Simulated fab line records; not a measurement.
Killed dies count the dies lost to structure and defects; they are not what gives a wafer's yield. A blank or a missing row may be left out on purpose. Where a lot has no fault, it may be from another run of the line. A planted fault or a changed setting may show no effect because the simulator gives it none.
Matching of chambers :: flow gf180mcu :: GF_V4_CMP_04 on cmp-02 has 4 sister chambers
The step polishes SiO2. 8 wafers are shown with their chamber, then 11 later ones without.

== WAFERS PAIRED WITH THEIR CHAMBERS ==
wafer: L958.3
chamber: 2
motorCurrentA (A): 12.3
platenRpm (rpm): 59.98

wafer: L962.5
chamber: 3
motorCurrentA (A): 12.8
platenRpm (rpm): 59.98

wafer: L963.1
chamber: 1
motorCurrentA (A): 12.5
platenRpm (rpm): 59.94

wafer: L963.6
chamber: 2
motorCurrentA (A): 12.2
platenRpm (rpm): 60.01

wafer: L966.3
chamber: 3
motorCurrentA (A): 12.7
platenRpm (rpm): 60.01

wafer: L966.5
chamber: 1
motorCurrentA (A): 13.0
platenRpm (rpm): 60.01

wafer: L966.6
chamber: 0
motorCurrentA (A): 11.0
platenRpm (rpm): 60.10

wafer: L967.1
chamber: 0
motorCurrentA (A): 10.4
platenRpm (rpm): 60.01

== WAFERS WHOSE CHAMBER IS MISSING ==
wafer: L967.2
motorCurrentA (A): 11.9
platenRpm (rpm): 60.01

wafer: L967.6
motorCurrentA (A): 10.9
platenRpm (rpm): 60.04

wafer: L973.2
motorCurrentA (A): 10.9
platenRpm (rpm): 60.02

wafer: L973.3
motorCurrentA (A): 12.6
platenRpm (rpm): 59.99

wafer: L973.4
motorCurrentA (A): 12.0
platenRpm (rpm): 59.94

wafer: L974.2
motorCurrentA (A): 12.2
platenRpm (rpm): 60.01

wafer: L974.4
motorCurrentA (A): 10.6
platenRpm (rpm): 59.98

wafer: L974.6
motorCurrentA (A): 12.1
platenRpm (rpm): 60.02

wafer: L976.1
motorCurrentA (A): 12.1
platenRpm (rpm): 59.98

wafer: L976.3
motorCurrentA (A): 10.8
platenRpm (rpm): 59.99

wafer: L976.6
motorCurrentA (A): 11.8
platenRpm (rpm): 60.06

== EACH ONE'S CHAMBER ==
wafer: L967.2
from the rows above: can't be placed: 2 or 3 or 1
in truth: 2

wafer: L967.6
from the rows above: 0
in truth: 0

wafer: L973.2
from the rows above: 0
in truth: 0

wafer: L973.3
from the rows above: can't be placed: 3 or 1 or 2
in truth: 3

wafer: L973.4
from the rows above: can't be placed: 2 or 1 or 3
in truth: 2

wafer: L974.2
from the rows above: can't be placed: 2 or 3 or 1
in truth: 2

wafer: L974.4
from the rows above: 0
in truth: 0

wafer: L974.6
from the rows above: can't be placed: 2 or 3 or 1
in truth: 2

wafer: L976.1
from the rows above: can't be placed: 2 or 1 or 3
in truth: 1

wafer: L976.3
from the rows above: 0
in truth: 0

wafer: L976.6
from the rows above: can't be placed: 2 or 3 or 1 or 0
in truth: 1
Correctly placed: 4 of 11. Cannot be placed on the basis of these rows: 7; the candidates contain the true chamber in 7. 0 placed wrongly.
How it was worked out, from the rows above alone: a wafer's distance from a chamber is the root of the sum, over the readings, of the square of ((its reading less the chamber's mean) divided by the reading's scatter). If the next closest chamber is less than 2 further off than the closest, the wafer can't be placed; otherwise it belongs to the closest. Each chamber's mean is taken over the wafers shown for it. How the scatter is found: for the shown wafers, subtract from each reading the mean of its chamber, square and add these, divide the total by (wafers less chambers), then take the root.
